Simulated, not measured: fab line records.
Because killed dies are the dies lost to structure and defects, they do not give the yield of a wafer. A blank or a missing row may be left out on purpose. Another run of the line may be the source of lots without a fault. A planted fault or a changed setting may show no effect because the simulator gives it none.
fab line records -- flow sky130
[record] lots = 24, wafers = 72, last_day = 50
route steps=708 shown POLY_CUT@315 METAL1@449 VIA1@479 VIA2@527 VIA4@641 PASSIVATION@682
lots untouched by any fault: they come from a run of this same line in which no faults occurred
start_h: hours from the record's opening day to when the first of the lot's shown wafers began -- wait_h: hours since the lot's step before -- " as in the row above -- L1.1+2: a single row standing in for several wafers -- - either no value or no given start -- * or withheld: withheld -- < > ~ a bound
route shown NAME@n: a module of which the file shows steps, and the number in the route of the first -- usual: mean and standard deviation over wafers with no fault -- same: alike in all rows -- chamber/n: place in a boat -- sites: per-site readings -- _std_site: how widely they spread, as a standard deviation -- _edge_site: the outer-site mean with the inner-site mean subtracted -- radius_mm: for every site, how far away it sits from the centre of the wafer -- mask NAME#n: copy n -- behind: the last tool/chamber to shape the wafer -- hold: why the lot was held/for how many hours/how that ended -- device: the n, p or np transistor that did not switch -- end of line: tests run on the same wafers once the route is complete -- a step with no rows: only its recipe -- killed: the dies lost at the first sort to structure and to defects; this is not the yield of the wafer -- map: shows each die of a wafer: x if killed, . if not, _ if none is there
set.NAME: the setting that was run; set.NAME@STEP: the one run at that earlier step -- model.NAME: the simulator's own value behind a step, which no gauge read
steps of the route over a sample of lots; a table a step, a row a wafer
services: from which hour (start_h, from the record's first day; less than 0 if before it) a tool's chamber was out of use, for how many hours, and why
[[steps]]
[step SKY_POLY_CUT_CD_MEAS_08]
[recipe] target_cd_nm = 270
[usual] cd_nm = 269.7/1.3
lot.wafer,tool,chamber,start_h,wait_h,cd_nm
L074.1,cd_sem-01,-,562.95,-,269.5
L074.2,cd_sem-01,-,562.95,-,269.8
L074.5,cd_sem-01,-,562.95,-,270.8
L075.2,cd_sem-02,-,568.00,-,269.4
L075.3,cd_sem-02,-,568.00,-,268.3
L075.4,cd_sem-02,-,568.00,-,269.2
L076.2,cd_sem-02,-,584.50,-,269.1
L076.4,cd_sem-02,-,584.50,-,267.7
L076.5,cd_sem-02,-,584.50,-,269.0
L077.2,cd_sem-01,-,599.50,-,272.0
L077.3,cd_sem-01,-,599.50,-,270.5
L077.5,cd_sem-01,-,599.50,-,270.5
L079.2,cd_sem-01,-,604.65,-,271.7
L079.4,cd_sem-01,-,604.65,-,271.5
L079.5,cd_sem-01,-,604.65,-,272.2
L078.2,cd_sem-02,-,609.72,-,268.8
L078.3,cd_sem-02,-,609.72,-,268.0
L078.5,cd_sem-02,-,609.72,-,269.5
L080.3,cd_sem-02,-,617.99,-,266.7
L080.4,cd_sem-02,-,617.99,-,267.5
L080.5,cd_sem-02,-,617.99,-,266.2
L081.3,cd_sem-01,-,628.12,-,270.7
L081.4,cd_sem-01,-,628.12,-,270.3
L081.6,cd_sem-01,-,628.12,-,270.3
L082.2,cd_sem-02,-,635.95,-,270.9
L082.3,cd_sem-02,-,635.95,-,270.2
L082.5,cd_sem-02,-,635.95,-,270.9
L083.1,cd_sem-02,-,653.10,-,269.9
L083.5,cd_sem-02,-,653.10,-,268.5
L083.6,cd_sem-02,-,653.10,-,270.4
L084.1,cd_sem-02,-,660.13,-,270.2
L084.3,cd_sem-02,-,660.13,-,271.8
L084.5,cd_sem-02,-,660.13,-,269.9
L085.1,cd_sem-02,-,665.58,-,269.7
L085.4,cd_sem-02,-,665.58,-,268.9
L085.6,cd_sem-02,-,665.58,-,268.7
L086.1,cd_sem-01,-,669.45,-,268.7
L086.3,cd_sem-01,-,669.45,-,268.9
L086.5,cd_sem-01,-,669.45,-,268.6
L087.1,cd_sem-01,-,676.38,-,270.0
L087.3,cd_sem-01,-,676.38,-,269.2
L087.6,cd_sem-01,-,676.38,-,269.8
L088.2,cd_sem-02,-,693.95,-,266.4
L088.3,cd_sem-02,-,693.95,-,269.1
L088.4,cd_sem-02,-,693.95,-,268.2
L089.2,cd_sem-01,-,699.70,-,271.1
L089.5,cd_sem-01,-,699.70,-,269.5
L089.6,cd_sem-01,-,699.70,-,270.2
L090.1,cd_sem-01,-,701.75,-,269.4
L090.4,cd_sem-01,-,701.75,-,270.9
L090.5,cd_sem-01,-,701.75,-,271.4
L091.2,cd_sem-02,-,707.47,-,271.1
L091.4,cd_sem-02,-,707.47,-,270.2
L091.6,cd_sem-02,-,707.47,-,269.0
L092.1,cd_sem-02,-,715.05,-,270.1
L092.2,cd_sem-02,-,715.05,-,270.0
L092.4,cd_sem-02,-,715.05,-,271.4
L094.2,cd_sem-01,-,723.87,-,270.2
L094.3,cd_sem-01,-,723.87,-,269.9
L094.5,cd_sem-01,-,723.87,-,270.0
L093.1,cd_sem-01,-,727.28,-,269.2
L093.2,cd_sem-01,-,727.28,-,269.7
L093.6,cd_sem-01,-,727.28,-,269.0
L095.1,cd_sem-01,-,740.43,-,271.7
L095.3,cd_sem-01,-,740.43,-,270.6
L095.5,cd_sem-01,-,740.43,-,272.5
L096.1,cd_sem-02,-,742.88,-,269.9
L096.5,cd_sem-02,-,742.88,-,269.1
L096.6,cd_sem-02,-,742.88,-,268.5
L097.2,cd_sem-01,-,744.80,-,271.0
L097.3,cd_sem-01,-,744.80,-,270.9
L097.4,cd_sem-01,-,744.80,-,269.9
[step SKY_METAL1_CD_MEAS_15]
[recipe] target_cd_nm = 140
[usual] cd_nm = 140.3/1.5
lot.wafer,tool,chamber,start_h,wait_h,cd_nm
L074.1,cd_sem-02,-,771.35,-,140.8
L074.2,cd_sem-02,-,771.35,-,141.6
L074.5,cd_sem-02,-,771.35,-,140.9
L075.2,cd_sem-02,-,780.82,-,138.4
L075.3,cd_sem-02,-,780.82,-,139.3
L075.4,cd_sem-02,-,780.82,-,139.6
L076.2,cd_sem-01,-,791.92,-,141.9
L076.4,cd_sem-01,-,791.92,-,142.5
L076.5,cd_sem-01,-,791.92,-,144.1
L077.2,cd_sem-01,-,806.22,-,140.9
L077.3,cd_sem-01,-,806.22,-,141.2
L077.5,cd_sem-01,-,806.22,-,140.7
L079.2,cd_sem-01,-,808.75,-,137.4
L079.4,cd_sem-01,-,808.75,-,138.9
L079.5,cd_sem-01,-,808.75,-,137.8
L078.2,cd_sem-02,-,815.30,-,141.1
L078.3,cd_sem-02,-,815.30,-,139.6
L078.5,cd_sem-02,-,815.30,-,140.6
L080.3,cd_sem-01,-,821.59,-,140.3
L080.4,cd_sem-01,-,821.59,-,138.9
L080.5,cd_sem-01,-,821.59,-,139.9
L081.3,cd_sem-02,-,834.02,-,139.4
L081.4,cd_sem-02,-,834.02,-,138.7
L081.6,cd_sem-02,-,834.02,-,139.6
L082.2,cd_sem-02,-,839.10,-,141.1
L082.3,cd_sem-02,-,839.10,-,143.4
L082.5,cd_sem-02,-,839.10,-,142.1
L083.1,cd_sem-02,-,854.30,-,138.0
L083.5,cd_sem-02,-,854.30,-,139.2
L083.6,cd_sem-02,-,854.30,-,138.8
L084.1,cd_sem-02,-,861.58,-,137.8
L084.3,cd_sem-02,-,861.58,-,139.1
L084.5,cd_sem-02,-,861.58,-,138.5
L085.1,cd_sem-02,-,865.73,-,142.0
L085.4,cd_sem-02,-,865.73,-,141.9
L085.6,cd_sem-02,-,865.73,-,141.7
L086.1,cd_sem-02,-,868.35,-,138.5
L086.3,cd_sem-02,-,868.35,-,141.5
L086.5,cd_sem-02,-,868.35,-,139.8
L087.1,cd_sem-01,-,874.45,-,139.8
L087.3,cd_sem-01,-,874.45,-,140.2
L087.6,cd_sem-01,-,874.45,-,139.9
L088.2,cd_sem-01,-,890.82,-,141.9
L088.3,cd_sem-01,-,890.82,-,140.6
L088.4,cd_sem-01,-,890.82,-,142.9
L089.2,cd_sem-01,-,896.00,-,141.2
L089.5,cd_sem-01,-,896.00,-,141.5
L089.6,cd_sem-01,-,896.00,-,141.4
L090.1,cd_sem-02,-,899.68,-,138.9
L090.4,cd_sem-02,-,899.68,-,138.2
L090.5,cd_sem-02,-,899.68,-,137.9
L091.2,cd_sem-02,-,901.75,-,140.3
L091.4,cd_sem-02,-,901.75,-,142.0
L091.6,cd_sem-02,-,901.75,-,141.5
L092.1,cd_sem-02,-,909.68,-,138.5
L092.2,cd_sem-02,-,909.68,-,139.8
L092.4,cd_sem-02,-,909.68,-,138.0
L094.2,cd_sem-02,-,918.00,-,142.3
L094.3,cd_sem-02,-,918.00,-,141.1
L094.5,cd_sem-02,-,918.00,-,141.3
L093.1,cd_sem-02,-,920.90,-,139.2
L093.2,cd_sem-02,-,920.90,-,138.9
L093.6,cd_sem-02,-,920.90,-,138.0
L095.1,cd_sem-02,-,932.00,-,140.0
L095.3,cd_sem-02,-,932.00,-,140.5
L095.5,cd_sem-02,-,932.00,-,139.8
L096.1,cd_sem-02,-,935.40,-,140.7
L096.5,cd_sem-02,-,935.40,-,141.5
L096.6,cd_sem-02,-,935.40,-,140.9
L097.2,cd_sem-02,-,937.45,-,141.7
L097.3,cd_sem-02,-,937.45,-,140.8
L097.4,cd_sem-02,-,937.45,-,140.5
[step SKY_VIA1_CVD_21]
[recipe] material = W, target_thk_nm = 270, time_s = 80.902, temp_c = 400, pressure_torr = 40
[usual] heater_power_w = 959/77
lot.wafer,tool,chamber,start_h,wait_h,heater_power_w
L074.1,cvd_w-01,1,801.30,0.0,936
L074.2,cvd_w-01,0,801.30,0.0,899
L074.5,cvd_w-01,1,801.30,0.0,945
L075.2,cvd_w-02,0,810.78,0.0,1047
L075.3,cvd_w-02,1,810.78,0.0,956
L075.4,cvd_w-02,0,810.78,0.0,1033
L076.2,cvd_w-01,1,821.31,0.1,950
L076.4,cvd_w-01,1,821.31,0.1,937
L076.5,cvd_w-01,1,821.31,0.1,958
L077.2,cvd_w-02,0,835.46,0.0,1041
L077.3,cvd_w-02,1,835.46,0.0,932
L077.5,cvd_w-02,1,835.46,0.0,1009
L079.2,cvd_w-02,0,838.06,0.0,1068
L079.4,cvd_w-02,1,838.06,0.0,961
L079.5,cvd_w-02,1,838.06,0.0,949
L078.2,cvd_w-02,0,843.84,0.1,1070
L078.3,cvd_w-02,0,843.84,0.1,1075
L078.5,cvd_w-02,0,843.84,0.1,1072
L080.3,cvd_w-02,0,850.48,0.1,1050
L080.4,cvd_w-02,0,850.48,0.1,1059
L080.5,cvd_w-02,0,850.48,0.1,1049
L081.3,cvd_w-01,0,862.94,0.1,886
L081.4,cvd_w-01,1,862.94,0.1,944
L081.6,cvd_w-01,0,862.94,0.1,897
L082.2,cvd_w-02,1,868.00,0.0,942
L082.3,cvd_w-02,1,868.00,0.0,943
L082.5,cvd_w-02,1,868.00,0.0,952
L083.1,cvd_w-01,0,881.96,0.0,897
L083.5,cvd_w-01,0,881.96,0.0,904
L083.6,cvd_w-01,1,881.96,0.0,954
L084.1,cvd_w-01,0,889.18,0.0,879
L084.3,cvd_w-01,1,889.18,0.0,966
L084.5,cvd_w-01,0,889.18,0.0,869
L085.1,cvd_w-01,0,893.21,0.0,913
L085.4,cvd_w-01,0,893.21,0.0,927
L085.6,cvd_w-01,0,893.21,0.0,915
L086.1,cvd_w-01,0,894.63,0.0,881
L086.3,cvd_w-01,0,894.63,0.0,911
L086.5,cvd_w-01,0,894.63,0.0,901
L087.1,cvd_w-02,0,902.38,0.0,1037
L087.3,cvd_w-02,1,902.38,0.0,953
L087.6,cvd_w-02,0,902.38,0.0,1087
L088.2,cvd_w-01,1,918.19,0.0,888
L088.3,cvd_w-01,0,918.19,0.0,843
L088.4,cvd_w-01,1,918.19,0.0,890
L089.2,cvd_w-02,0,923.25,0.0,1046
L089.5,cvd_w-02,0,923.25,0.0,1080
L089.6,cvd_w-02,1,923.25,0.0,974
L090.1,cvd_w-02,1,927.33,0.0,963
L090.4,cvd_w-02,1,927.33,0.0,953
L090.5,cvd_w-02,1,927.33,0.0,930
L091.2,cvd_w-01,1,929.82,0.0,888
L091.4,cvd_w-01,1,929.82,0.0,893
L091.6,cvd_w-01,0,929.82,0.0,820
L092.1,cvd_w-02,1,936.76,0.0,951
L092.2,cvd_w-02,0,936.76,0.0,1043
L092.4,cvd_w-02,0,936.76,0.0,1093
L094.2,cvd_w-02,0,945.23,0.0,1087
L094.3,cvd_w-02,1,945.23,0.0,962
L094.5,cvd_w-02,1,945.23,0.0,947
L093.1,cvd_w-01,0,947.61,0.0,840
L093.2,cvd_w-01,1,947.61,0.0,883
L093.6,cvd_w-01,0,947.61,0.0,831
L095.1,cvd_w-01,0,959.21,0.0,820
L095.3,cvd_w-01,1,959.21,0.0,890
L095.5,cvd_w-01,1,959.21,0.0,906
L096.1,cvd_w-01,1,963.09,0.0,922
L096.5,cvd_w-01,0,963.09,0.0,834
L096.6,cvd_w-01,1,963.09,0.0,905
L097.2,cvd_w-02,1,964.76,0.0,967
L097.3,cvd_w-02,0,964.76,0.0,1075
L097.4,cvd_w-02,1,964.76,0.0,958
[step SKY_VIA2_SPUTTER_20]
[recipe] material = TiN, target_thk_nm = 20, chamber_pressure_pa = 5, power_w = 4000, time_s = 80
[usual] throttle_valve_pct = 29.5/0.69
lot.wafer,tool,chamber,start_h,wait_h,throttle_valve_pct
L074.1,pvd_sputter-04,-,858.38,0.0,29.3
L074.2,pvd_sputter-04,-,858.38,0.0,29.0
L074.5,pvd_sputter-04,-,858.38,0.0,29.4
L075.2,pvd_sputter-04,-,867.00,0.0,29.5
L075.3,pvd_sputter-04,-,867.00,0.0,29.2
L075.4,pvd_sputter-04,-,867.00,0.0,29.5
L076.2,pvd_sputter-04,-,876.72,0.0,29.1
L076.4,pvd_sputter-04,-,876.72,0.0,29.8
L076.5,pvd_sputter-04,-,876.72,0.0,29.2
L077.2,pvd_sputter-01,-,890.41,0.0,28.9
L077.3,pvd_sputter-01,-,890.41,0.0,28.9
L077.5,pvd_sputter-01,-,890.41,0.0,29.0
L079.2,pvd_sputter-04,-,892.64,0.0,29.1
L079.4,pvd_sputter-04,-,892.64,0.0,29.3
L079.5,pvd_sputter-04,-,892.64,0.0,29.1
L078.2,pvd_sputter-01,-,899.41,0.0,28.9
L078.3,pvd_sputter-01,-,899.41,0.0,31.0
L078.5,pvd_sputter-01,-,899.41,0.0,30.8
L080.3,pvd_sputter-04,-,905.23,0.0,29.6
L080.4,pvd_sputter-04,-,905.23,0.0,29.6
L080.5,pvd_sputter-04,-,905.23,0.0,28.9
L081.3,pvd_sputter-04,-,917.57,0.0,29.1
L081.4,pvd_sputter-04,-,917.57,0.0,29.6
L081.6,pvd_sputter-04,-,917.57,0.0,29.3
L082.2,pvd_sputter-03,-,921.28,0.0,30.8
L082.3,pvd_sputter-03,-,921.28,0.0,29.5
L082.5,pvd_sputter-03,-,921.28,0.0,30.8
L083.1,pvd_sputter-03,-,936.90,0.0,29.5
L083.5,pvd_sputter-03,-,936.90,0.0,29.5
L083.6,pvd_sputter-03,-,936.90,0.0,29.0
L084.1,pvd_sputter-01,-,942.60,0.0,28.9
L084.3,pvd_sputter-01,-,942.60,0.0,28.9
L084.5,pvd_sputter-01,-,942.60,0.0,28.8
L085.1,pvd_sputter-04,-,947.41,0.0,28.8
L085.4,pvd_sputter-04,-,947.41,0.0,29.7
L085.6,pvd_sputter-04,-,947.41,0.0,29.1
L086.1,pvd_sputter-03,-,948.52,0.0,29.2
L086.3,pvd_sputter-03,-,948.52,0.0,29.6
L086.5,pvd_sputter-03,-,948.52,0.0,29.0
L087.1,pvd_sputter-01,-,955.69,0.0,29.1
L087.3,pvd_sputter-01,-,955.69,0.0,28.7
L087.6,pvd_sputter-01,-,955.69,0.0,28.5
L088.2,pvd_sputter-01,-,970.06,0.0,28.9
L088.3,pvd_sputter-01,-,970.06,0.0,29.1
L088.4,pvd_sputter-01,-,970.06,0.0,28.2
L089.2,pvd_sputter-03,-,975.89,0.0,29.2
L089.5,pvd_sputter-03,-,975.89,0.0,29.7
L089.6,pvd_sputter-03,-,975.89,0.0,29.2
L090.1,pvd_sputter-03,-,978.97,0.0,29.8
L090.4,pvd_sputter-03,-,978.97,0.0,29.6
L090.5,pvd_sputter-03,-,978.97,0.0,29.0
L091.2,pvd_sputter-03,-,982.58,0.0,30.8
L091.4,pvd_sputter-03,-,982.58,0.0,29.5
L091.6,pvd_sputter-03,-,982.58,0.0,31.2
L092.1,pvd_sputter-01,-,989.03,0.0,30.7
L092.2,pvd_sputter-01,-,989.03,0.0,28.5
L092.4,pvd_sputter-01,-,989.03,0.0,29.0
L094.2,pvd_sputter-03,-,996.89,0.0,29.9
L094.3,pvd_sputter-03,-,996.89,0.0,29.1
L094.5,pvd_sputter-03,-,996.89,0.0,30.6
L093.1,pvd_sputter-04,-,998.41,0.0,29.7
L093.2,pvd_sputter-04,-,998.41,0.0,29.0
L093.6,pvd_sputter-04,-,998.41,0.0,29.6
L095.1,pvd_sputter-03,-,1010.27,0.0,29.8
L095.3,pvd_sputter-03,-,1010.27,0.0,29.1
L095.5,pvd_sputter-03,-,1010.27,0.0,28.9
L096.1,pvd_sputter-04,-,1014.79,0.0,29.4
L096.5,pvd_sputter-04,-,1014.79,0.0,29.5
L096.6,pvd_sputter-04,-,1014.79,0.0,29.0
L097.2,pvd_sputter-03,-,1015.10,0.0,29.6
L097.3,pvd_sputter-03,-,1015.10,0.0,29.8
L097.4,pvd_sputter-03,-,1015.10,0.0,30.9
[step SKY_VIA4_CMP_02]
[recipe] material = SiO2, down_force_psi = 4, platen_rpm = 60, pad_velocity_m_s = 0.94248
[usual] motor_current_A = 11.9/1.6
lot.wafer,tool,chamber,start_h,wait_h,motor_current_A
L074.1,cmp-01,3,991.15,0.1,10.1
L074.2,cmp-01,1,991.15,0.1,11.4
L074.5,cmp-01,2,991.15,0.1,12.9
L075.3,cmp-02,0,997.75,0.0,12.5
L075.2,cmp-02,2,997.75,0.0,15.8
L075.4,cmp-02,3,997.75,0.0,13.6
L076.4,cmp-01,0,1008.85,0.0,12.8
L076.2,cmp-01,2,1008.85,0.0,12.8
L076.5,cmp-01,0,1008.85,0.0,13.5
L077.2,cmp-02,0,1019.62,0.0,12.5
L077.3,cmp-02,2,1019.62,0.0,14.8
L077.5,cmp-02,1,1019.62,0.0,11.0
L079.4,cmp-02,0,1022.18,0.0,11.9
L079.2,cmp-02,2,1022.18,0.0,15.6
L079.5,cmp-02,1,1022.18,0.0,10.2
L078.2,cmp-01,2,1029.31,0.1,12.5
L078.3,cmp-01,3,1029.31,0.1,9.7
L078.5,cmp-01,2,1029.31,0.1,12.7
L080.4,cmp-01,2,1032.76,0.1,12.7
L080.3,cmp-01,3,1032.76,0.1,9.8
L080.5,cmp-01,1,1032.76,0.1,11.2
L081.3,cmp-02,2,1043.20,0.1,14.7
L081.4,cmp-02,3,1043.20,0.1,13.9
L081.6,cmp-02,1,1043.20,0.1,10.7
L082.3,cmp-02,0,1048.22,0.0,11.4
L082.2,cmp-02,3,1048.22,0.0,13.9
L082.5,cmp-02,0,1048.22,0.0,11.8
L083.1,cmp-01,2,1062.73,0.3,12.8
L083.6,cmp-01,0,1062.73,0.3,12.5
L083.5,cmp-01,1,1062.73,0.3,10.5
L084.3,cmp-01,1,1065.96,0.0,11.2
L084.1,cmp-01,3,1065.96,0.0,9.7
L084.5,cmp-01,1,1065.96,0.0,11.7
L085.4,cmp-01,1,1070.32,0.3,11.2
L085.1,cmp-01,0,1070.32,0.3,13.5
L085.6,cmp-01,2,1070.32,0.3,12.9
L086.3,cmp-01,2,1070.62,0.2,12.6
L086.1,cmp-01,1,1070.62,0.2,11.3
L086.5,cmp-01,3,1070.62,0.2,9.7
L087.1,cmp-02,0,1078.75,0.1,11.6
L087.3,cmp-02,1,1078.75,0.1,10.1
L087.6,cmp-02,1,1078.75,0.1,10.6
L088.4,cmp-02,0,1090.30,0.0,11.6
L088.2,cmp-02,1,1090.30,0.0,10.0
L088.3,cmp-02,2,1090.30,0.0,15.6
L089.2,cmp-02,3,1094.75,0.2,13.9
L089.6,cmp-02,0,1094.75,0.2,12.0
L089.5,cmp-02,1,1094.75,0.2,10.0
L090.1,cmp-01,0,1096.14,0.1,13.5
L090.4,cmp-01,3,1096.14,0.1,9.5
L090.5,cmp-01,0,1096.14,0.1,12.8
L091.4,cmp-01,1,1102.43,0.1,10.9
L091.2,cmp-01,2,1102.43,0.1,12.9
L091.6,cmp-01,0,1102.43,0.1,12.9
L092.4,cmp-01,1,1107.55,0.2,12.2
L092.2,cmp-01,2,1107.55,0.2,12.2
L092.1,cmp-01,3,1107.55,0.2,9.7
L094.3,cmp-01,0,1113.09,0.0,12.7
L094.2,cmp-01,1,1113.09,0.0,10.7
L094.5,cmp-01,1,1113.09,0.0,11.3
L093.1,cmp-01,0,1115.04,0.1,13.7
L093.2,cmp-01,2,1115.04,0.1,12.0
L093.6,cmp-01,0,1115.04,0.1,12.7
L095.3,cmp-02,2,1125.84,0.9,14.9
L095.1,cmp-02,0,1125.84,0.9,11.4
L095.5,cmp-02,2,1125.84,0.9,14.9
L096.1,cmp-01,0,1131.96,1.8,13.4
L096.6,cmp-01,3,1131.96,1.8,9.9
L096.5,cmp-01,0,1131.96,1.8,12.6
L097.2,cmp-01,2,1132.21,1.6,12.9
L097.4,cmp-01,3,1132.21,1.6,9.1
L097.3,cmp-01,1,1132.21,1.6,11.1
[step SKY_PASSIVATION_THK_MEAS_01]
[recipe] reads = SiO2_of_PASSIVATION_CVD_00
[usual] PASSIVATION_CVD_00_THK = 90.0/1.3
lot.wafer,tool,chamber,start_h,wait_h,PASSIVATION_CVD_00_THK[nm]
L074.1,film_metro-04,-,1039.40,-,89.0
L074.2,film_metro-04,-,1039.40,-,91.2
L074.5,film_metro-04,-,1039.40,-,91.2
L075.2,film_metro-04,-,1045.84,-,90.3
L075.3,film_metro-04,-,1045.84,-,89.7
L075.4,film_metro-04,-,1045.84,-,90.0
L076.2,film_metro-04,-,1056.88,-,89.3
L076.4,film_metro-04,-,1056.88,-,92.8
L076.5,film_metro-04,-,1056.88,-,89.9
L077.2,film_metro-04,-,1067.38,-,89.4
L077.3,film_metro-04,-,1067.38,-,91.0
L077.5,film_metro-04,-,1067.38,-,90.0
L079.2,film_metro-03,-,1069.30,-,87.7
L079.4,film_metro-03,-,1069.30,-,90.6
L079.5,film_metro-03,-,1069.30,-,89.0
L078.2,film_metro-04,-,1075.90,-,89.6
L078.3,film_metro-04,-,1075.90,-,90.5
L078.5,film_metro-04,-,1075.90,-,89.6
L080.3,film_metro-01,-,1078.91,-,90.7
L080.4,film_metro-01,-,1078.91,-,91.1
L080.5,film_metro-01,-,1078.91,-,91.8
L081.3,film_metro-01,-,1088.71,-,91.3
L081.4,film_metro-01,-,1088.71,-,92.7
L081.6,film_metro-01,-,1088.71,-,90.0
L082.2,film_metro-03,-,1094.24,-,89.3
L082.3,film_metro-03,-,1094.24,-,89.4
L082.5,film_metro-03,-,1094.24,-,90.3
L083.1,film_metro-03,-,1107.19,-,87.4
L083.5,film_metro-03,-,1107.19,-,90.1
L083.6,film_metro-03,-,1107.19,-,89.5
L084.1,film_metro-03,-,1110.78,-,90.5
L084.3,film_metro-03,-,1110.78,-,90.0
L084.5,film_metro-03,-,1110.78,-,92.2
L085.1,film_metro-01,-,1114.88,-,90.1
L085.4,film_metro-01,-,1114.88,-,90.7
L085.6,film_metro-01,-,1114.88,-,91.3
L086.1,film_metro-01,-,1115.30,-,90.2
L086.3,film_metro-01,-,1115.30,-,89.5
L086.5,film_metro-01,-,1115.30,-,89.2
L087.1,film_metro-01,-,1122.99,-,86.9
L087.3,film_metro-01,-,1122.99,-,89.7
L087.6,film_metro-01,-,1122.99,-,91.1
L088.2,film_metro-01,-,1132.98,-,89.8
L088.3,film_metro-01,-,1132.98,-,90.0
L088.4,film_metro-01,-,1132.98,-,91.4
L089.2,film_metro-01,-,1135.71,-,88.9
L089.5,film_metro-01,-,1135.71,-,90.6
L089.6,film_metro-01,-,1135.71,-,91.6
L090.1,film_metro-01,-,1138.00,-,89.6
L090.4,film_metro-01,-,1138.00,-,92.3
L090.5,film_metro-01,-,1138.00,-,90.1
L091.2,film_metro-03,-,1145.18,-,90.0
L091.4,film_metro-03,-,1145.18,-,89.1
L091.6,film_metro-03,-,1145.18,-,91.6
L092.1,film_metro-01,-,1151.38,-,89.9
L092.2,film_metro-01,-,1151.38,-,87.6
L092.4,film_metro-01,-,1151.38,-,91.2
L094.2,film_metro-04,-,1154.50,-,89.4
L094.3,film_metro-04,-,1154.50,-,86.8
L094.5,film_metro-04,-,1154.50,-,90.0
L093.1,film_metro-03,-,1155.28,-,90.1
L093.2,film_metro-03,-,1155.28,-,89.9
L093.6,film_metro-03,-,1155.28,-,89.2
L095.1,film_metro-04,-,1165.64,-,88.3
L095.3,film_metro-04,-,1165.64,-,87.4
L095.5,film_metro-04,-,1165.64,-,89.8
L096.1,film_metro-04,-,1171.94,-,89.4
L096.5,film_metro-04,-,1171.94,-,90.2
L096.6,film_metro-04,-,1171.94,-,89.4
L097.2,film_metro-03,-,1171.99,-,87.9
L097.3,film_metro-03,-,1171.99,-,89.7
L097.4,film_metro-03,-,1171.99,-,90.4
[[services]]
tool,chamber,start_h,hours,kind
cvd_w-01,0,821.22,2.2,repair
pvd_sputter-04,-,835.57,3.9,repair
cvd_w-02,1,839.33,16.2,repair
cmp-02,-,843.91,2.8,repair
cmp-02,-,850.45,2.0,repair
pvd_sputter-04,-,871.07,0.6,repair
cmp-01,-,877.91,5.3,repair
pvd_sputter-04,-,878.24,1.3,repair
cmp-02,-,887.47,1.1,repair
cvd_w-01,-,904.00,14.0,pm
cmp-02,-,912.26,4.0,pm
cmp-01,-,954.70,3.9,repair
cmp-01,-,957.42,3.1,repair
cmp-01,-,970.01,12.1,pm
cvd_w-01,-,983.00,0.6,repair
cmp-02,-,983.78,2.5,repair
pvd_sputter-03,-,998.02,3.0,repair
pvd_sputter-03,-,1011.24,1.3,repair
cmp-02,-,1033.75,1.2,repair
cvd_w-01,0,1040.62,5.9,repair
cmp-01,-,1084.34,4.0,pm
cmp-01,-,1090.66,2.4,pm
cvd_w-01,1,1106.50,21.5,repair
cmp-01,-,1122.75,7.7,repair
[[key]]
fault none
